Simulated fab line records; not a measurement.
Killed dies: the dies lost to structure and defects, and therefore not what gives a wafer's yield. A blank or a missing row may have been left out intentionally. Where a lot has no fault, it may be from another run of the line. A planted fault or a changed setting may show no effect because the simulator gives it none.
Matching of chambers	flow sky130	cmp-02 running SKY_LI_CONTACT_CMP_24: 4 sister chambers
The step polishes, stops on PSG, t overpolish 20 s, target thk 0 nm. 4 wafers are shown with their chamber, then 9 later ones without.

WAFERS WITH THEIR CHAMBER
wafer	chamber	motorCurrentA (A)
L380.6	0	10.8
L383.5	1	8.9
L383.6	2	11.7
L382.3	3	10.9

WAFERS MISSING THEIR CHAMBER
wafer	motorCurrentA (A)
L382.4	8.5
L382.5	10.9
L388.4	8.6
L388.6	11.8
L389.5	9.8
L389.6	8.7
L394.1	10.8
L394.4	10.1
L394.5	10.5

WHICH CHAMBER EACH ONE RAN IN
wafer	from the rows above	in truth
L382.4	1	1
L382.5	can't be placed: 3 or 0 or 2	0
L388.4	1	1
L388.6	can't be placed: 2 or 3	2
L389.5	can't be placed: 1 or 0 or 3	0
L389.6	1	1
L394.1	can't be placed: 0 or 3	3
L394.4	can't be placed: 0 or 3 or 1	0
L394.5	can't be placed: 0 or 3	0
Correct placement for 3 of the 9. Cannot be placed on the basis of these rows: 6; the candidates contain the true chamber in 6. Number placed wrongly: 0.
How it was worked out, from the rows above alone: a wafer's distance from a chamber is the root of the sum, over the readings, of the square of ((its reading less the chamber's mean) divided by the reading's scatter). The wafer belongs to the nearest chamber; if the next one is less than 2 further off, it can't be placed. For every chamber, the mean is computed from those of its wafers that are shown. The scatter (one wafer shown for each chamber): square how far every hidden wafer sits from the nearest shown wafer, average those squares and take the square root.
